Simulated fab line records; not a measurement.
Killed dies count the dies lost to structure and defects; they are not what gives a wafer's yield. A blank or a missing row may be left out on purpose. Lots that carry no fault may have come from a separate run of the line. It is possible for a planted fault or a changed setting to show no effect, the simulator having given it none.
Split-lot experiment / flow gf180mcu / 23 wafers read across 5 lots, on a route 602 steps long

== ABOUT THE SPLIT ==
At GF_CONTACT_COAT_09 (resist thk 1000 nm), the setting resistThkNm was moved away from the recipe's 1000 nm on 10 of the 23 wafers read, by -4.7% to +2.6%. This setting was run at the recipe's value on the other wafers.

The split's own step is where the reading is taken.

== THE READING ==
KrF_of_CONTACT_COAT_09.thkNm (the simulator's own value, which no gauge read), in nm, at GF_CONTACT_COAT_09 (resist thk 1000 nm). No usual value for it is given in the file. Average 999.4 nm, standard deviation 3.9 nm, over the 13 wafers here run with the recipe.

wafer=L076.1; tool, chamber at the split=lithoTrack-03, 0; resistThkNm as run, nm=1000; against the recipe=recipe; KrF_of_CONTACT_COAT_09.thkNm, nm=991.2; against lot-mates on the recipe=-
wafer=L076.2; tool, chamber at the split=lithoTrack-03, 0; resistThkNm as run, nm=953.8; against the recipe=-4.6%; KrF_of_CONTACT_COAT_09.thkNm, nm=947.9; against lot-mates on the recipe=-44.1
wafer=L076.3; tool, chamber at the split=lithoTrack-03, 0; resistThkNm as run, nm=953.8; against the recipe=-4.6%; KrF_of_CONTACT_COAT_09.thkNm, nm=943.1; against lot-mates on the recipe=-48.9
wafer=L076.4; tool, chamber at the split=lithoTrack-03, 0; resistThkNm as run, nm=1000; against the recipe=recipe; KrF_of_CONTACT_COAT_09.thkNm, nm=992.9; against lot-mates on the recipe=-
wafer=L076.5; tool, chamber at the split=lithoTrack-03, 0; resistThkNm as run, nm=953.8; against the recipe=-4.6%; KrF_of_CONTACT_COAT_09.thkNm, nm=949.1; against lot-mates on the recipe=-42.9
wafer=L079.2; tool, chamber at the split=lithoTrack-01, 0; resistThkNm as run, nm=1000; against the recipe=recipe; KrF_of_CONTACT_COAT_09.thkNm, nm=999.8; against lot-mates on the recipe=-
wafer=L079.3; tool, chamber at the split=lithoTrack-01, 0; resistThkNm as run, nm=1000; against the recipe=recipe; KrF_of_CONTACT_COAT_09.thkNm, nm=998.3; against lot-mates on the recipe=-
wafer=L079.6; tool, chamber at the split=lithoTrack-01, 0; resistThkNm as run, nm=1000; against the recipe=recipe; KrF_of_CONTACT_COAT_09.thkNm, nm=998.7; against lot-mates on the recipe=-
wafer=L083.2; tool, chamber at the split=lithoTrack-02, 0; resistThkNm as run, nm=953.4; against the recipe=-4.7%; KrF_of_CONTACT_COAT_09.thkNm, nm=950.9; against lot-mates on the recipe=-46.9
wafer=L083.3; tool, chamber at the split=lithoTrack-02, 0; resistThkNm as run, nm=953.4; against the recipe=-4.7%; KrF_of_CONTACT_COAT_09.thkNm, nm=956.1; against lot-mates on the recipe=-41.7
wafer=L083.4; tool, chamber at the split=lithoTrack-02, 0; resistThkNm as run, nm=1000; against the recipe=recipe; KrF_of_CONTACT_COAT_09.thkNm, nm=997.4; against lot-mates on the recipe=-
wafer=L083.5; tool, chamber at the split=lithoTrack-02, 0; resistThkNm as run, nm=1000; against the recipe=recipe; KrF_of_CONTACT_COAT_09.thkNm, nm=998.2; against lot-mates on the recipe=-
wafer=L083.6; tool, chamber at the split=lithoTrack-02, 0; resistThkNm as run, nm=953.4; against the recipe=-4.7%; KrF_of_CONTACT_COAT_09.thkNm, nm=953.4; against lot-mates on the recipe=-44.4
wafer=L084.1; tool, chamber at the split=lithoTrack-01, 0; resistThkNm as run, nm=970.3; against the recipe=-3.0%; KrF_of_CONTACT_COAT_09.thkNm, nm=972.3; against lot-mates on the recipe=-31.4
wafer=L084.2; tool, chamber at the split=lithoTrack-01, 0; resistThkNm as run, nm=1000; against the recipe=recipe; KrF_of_CONTACT_COAT_09.thkNm, nm=1005; against lot-mates on the recipe=-
wafer=L084.3; tool, chamber at the split=lithoTrack-01, 0; resistThkNm as run, nm=1000; against the recipe=recipe; KrF_of_CONTACT_COAT_09.thkNm, nm=1002; against lot-mates on the recipe=-
wafer=L084.5; tool, chamber at the split=lithoTrack-01, 0; resistThkNm as run, nm=1000; against the recipe=recipe; KrF_of_CONTACT_COAT_09.thkNm, nm=1004; against lot-mates on the recipe=-
wafer=L084.6; tool, chamber at the split=lithoTrack-01, 0; resistThkNm as run, nm=970.3; against the recipe=-3.0%; KrF_of_CONTACT_COAT_09.thkNm, nm=972.9; against lot-mates on the recipe=-30.8
wafer=L085.1; tool, chamber at the split=lithoTrack-01, 0; resistThkNm as run, nm=1000; against the recipe=recipe; KrF_of_CONTACT_COAT_09.thkNm, nm=1001; against lot-mates on the recipe=-
wafer=L085.2; tool, chamber at the split=lithoTrack-01, 0; resistThkNm as run, nm=1000; against the recipe=recipe; KrF_of_CONTACT_COAT_09.thkNm, nm=999.6; against lot-mates on the recipe=-
wafer=L085.3; tool, chamber at the split=lithoTrack-01, 0; resistThkNm as run, nm=1026; against the recipe=+2.6%; KrF_of_CONTACT_COAT_09.thkNm, nm=1028; against lot-mates on the recipe=+26.5
wafer=L085.4; tool, chamber at the split=lithoTrack-01, 0; resistThkNm as run, nm=1000; against the recipe=recipe; KrF_of_CONTACT_COAT_09.thkNm, nm=1004; against lot-mates on the recipe=-
wafer=L085.5; tool, chamber at the split=lithoTrack-01, 0; resistThkNm as run, nm=1026; against the recipe=+2.6%; KrF_of_CONTACT_COAT_09.thkNm, nm=1027; against lot-mates on the recipe=+25.5

FIT RESULTS
A straight line over all 23 wafers: KrF_of_CONTACT_COAT_09.thkNm changes by +10.5 nm for each +1% of resistThkNm; r = +0.99; the points scatter about the line by 4.1 nm.
The same after taking each lot's own level away (the mean of its wafers on the recipe; 23 wafers): +9.78 nm for each +1%; r = +1.00; scatter 1.8 nm.
Per that fit: largest resistThkNm move, reading shift of 46 nm.
From 992.05 to 1003.67 nm: that is the span of the lots' own levels, equal to 3.0 times the standard deviation above.
Hence the lot-to-lot level has little effect on the slope; both slopes agree.
Check: for one of the wafers moved furthest among these (-4.7%), held out of the fit, the line's prediction against its lot-mates is -45.4 nm. Against them it came out at -46.9 nm.

== THE OTHER SPLITS THESE WAFERS WENT THROUGH ==
Before the reading, these wafers also passed through other splits. Each is held against what the fit with the lots' levels taken away leaves over:
other split on the same wafers=GF_HV_LDD_EXPOSE_28 doseMj; wafers away from the commonest value=6; r with KrF_of_CONTACT_COAT_09.thkNm (lot level and that fit taken away)=-0.23
other split on the same wafers=GF_NSD_SOFTBAKE_03 tempC; wafers away from the commonest value=10; r with KrF_of_CONTACT_COAT_09.thkNm (lot level and that fit taken away)=-0.08
other split on the same wafers=GF_PSD_IMPLANT_09 energyKev; wafers away from the commonest value=10; r with KrF_of_CONTACT_COAT_09.thkNm (lot level and that fit taken away)=-0.03
other split on the same wafers=GF_SAB_DEVELOP_08 developTimeS; wafers away from the commonest value=5; r with KrF_of_CONTACT_COAT_09.thkNm (lot level and that fit taken away)=+0.20
other split on the same wafers=GF_CONTACT_CMP_04 leaveAboveRefNm; wafers away from the commonest value=4; r with KrF_of_CONTACT_COAT_09.thkNm (lot level and that fit taken away)=-0.10

== THE FILE'S OWN FIT ==
KrF_of_CONTACT_COAT_09.thkNm changes by +9.82 nm for each +1% of resistThkNm, r = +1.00.
